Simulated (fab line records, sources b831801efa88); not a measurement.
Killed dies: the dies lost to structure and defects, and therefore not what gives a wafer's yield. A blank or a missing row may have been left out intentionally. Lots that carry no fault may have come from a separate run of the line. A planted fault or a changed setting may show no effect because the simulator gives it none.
Problem report, 8D (eight disciplines) form, completed by code | flow gf180mcu | the parts of the form that need people (team, actions taken, sign-off) are left out

1. WHAT WENT WRONG
At GF_V2_ETCH_16, rf-fwd-power-W averages 575.4 W over 6 wafers from 2 lots, while fault-free wafers read 494.9 W, standard deviation 2. That is +40 standard deviations from the usual mean.
The step: etches BARC in N2/H2.
Earliest sighting: wafer L161.2 on rie-diel-04 at day 25 10:10. Wafers with a number at this step in the record: 39, from 13 lots. The rule behind "out" and "out of limits": a value lying over 4 standard deviations away from the usual mean. Any other wafer with a number is counted as sound.

2. WHAT IT IS, WHAT IT ISN'T
question                    | is                     | is not
which readings at this step | rf-fwd-power-W         | drypump-motor-current-A, oes-product-au
which lots                  | L161, L163             | L146, L147, L148, L149, L151, L154, L157, L164, L166, L167, L169
which wafers of those lots  | all that have a number | -
read on which tools         | rie-diel-04            | rie-diel-01, rie-diel-02
when                        | from day 25 10:10      | up to then (21 sound wafers); but 12 sound wafers of L164, L166, L167, L169 came after

3. WHAT RULES OUT EACH SUSPECT
Counting: a tool at a process step up to the reading stays a suspect if it ran every lot that is out and no sound lot after the first of them.
- pvd-sputter-04 at GF_M2_SPUTTER_02 (material AlCu, target thk 450 nm, time 23.9 s): ruled out as a lasting fault. After its first lot that is out, L161 (day 23 12:25), sound lots L169 ran on it.
- pvd-sputter-04 at GF_M2_SPUTTER_04 (material TiN, target thk 50 nm, time 41.7 s): ruled out as a lasting fault. After its first lot that is out, L161 (day 23 12:28), sound lots L169 ran on it.
- rie-diel-04 at GF_V2_ETCH_16 (etches BARC in N2/H2): kept. It ran every lot that is out, first L161 (day 25 10:10), and no sound lot after that; its last sound lot up to then is L154 (day 23 00:36). Out on those wafers are its own readings of rf-fwd-power-W.
The count leaves rie-diel-04 at GF_V2_ETCH_16.

4. THE CAUSE (what the simulator had put in)
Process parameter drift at GF_V2_ETCH_16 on rie-diel-04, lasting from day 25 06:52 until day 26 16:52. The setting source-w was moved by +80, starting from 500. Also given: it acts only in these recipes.
The count eliminated every tool but this one.

5. SEQUENCE OF EFFECTS, ordered by route
One row per reading whose mean, taken over the struck wafers that have a number, lies over 3 standard deviations from the usual. Scope: only readings with a usual standard deviation given in the record; hours: median across lots of the time from each lot's start at the first step in this table that gives one to its start at this step; sigmas: change in usual standard deviations.
hours | step          | reading        | usual   | on struck wafers | change | sigmas
0     | GF_V2_ETCH_16 | rf-fwd-power-W | 494.9 W | 575.4            | +80.5  | +40
Process steps it contains:
- GF_V2_ETCH_16: etches BARC in N2/H2.

6. HOW IT WOULD HAVE BEEN CAUGHT EARLIER
3 hours passed between the start of the fault at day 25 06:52 and the first reading out of limits in this record, taken at day 25 10:10.
